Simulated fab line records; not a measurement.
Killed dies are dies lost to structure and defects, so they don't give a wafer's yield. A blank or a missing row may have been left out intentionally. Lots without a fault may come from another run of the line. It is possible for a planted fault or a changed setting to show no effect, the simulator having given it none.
Matching of chambers ; flow sky130 ; SKY_VIA1_CMP_24 on cmp-01 has 4 sister chambers
The step polishes, stops on SiO2, t overpolish 15 s, target thk 0 nm. 8 wafers are shown with their chamber, then 12 later ones without.

## EACH WAFER AND ITS CHAMBER
wafer;chamber;motor current A (A);time to endpoint s (s)
L088.4;1;13.1;68.6
L090.5;2;11.0;68.2
L090.6;1;12.6;68.1
L091.3;2;10.7;67.3
L091.4;0;10.5;65.6
L092.1;0;10.8;67.2
L092.2;3;12.8;68.1
L092.6;3;12.5;67.5

## WAFERS MISSING THEIR CHAMBER
wafer;motor current A (A);time to endpoint s (s)
L095.1;10.4;64.0
L095.2;10.3;64.2
L095.6;13.1;70.0
L095.3;12.8;68.2
L095.4;13.2;68.7
L095.5;10.2;65.6
L094.1;10.3;63.9
L094.3;12.6;65.3
L094.6;12.8;65.8
L096.2;10.5;61.8
L096.3;12.6;63.9
L096.4;11.2;64.4

## WHICH CHAMBER EACH WENT THROUGH
wafer;from the rows above;in truth
L095.1;0;0
L095.2;0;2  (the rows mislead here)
L095.6;can't be placed: 1 or 3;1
L095.3;can't be placed: 1 or 3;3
L095.4;can't be placed: 1 or 3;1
L095.5;can't be placed: 0 or 2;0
L094.1;0;0
L094.3;can't be placed: 3 or 1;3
L094.6;can't be placed: 3 or 1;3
L096.2;can't be placed: 0 or 2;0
L096.3;can't be placed: 3 or 1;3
L096.4;can't be placed: 0 or 2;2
Placed correctly: 2 of 12. Not placeable from these rows: 9 (in 9, the candidates include the true chamber). Placed wrongly: 1.
How it was worked out, from the rows above alone: a wafer's distance from a chamber is the root of the sum, over the readings, of the square of ((its reading less the chamber's mean) divided by the reading's scatter). The wafer belongs to the nearest chamber; if the next one is less than 2 further off, it can't be placed. For every chamber, the mean is computed from those of its wafers that are shown. The scatter: take each reading less its chamber's mean, square it, sum over the shown wafers, divide by the number of wafers less the number of chambers, and take the root.
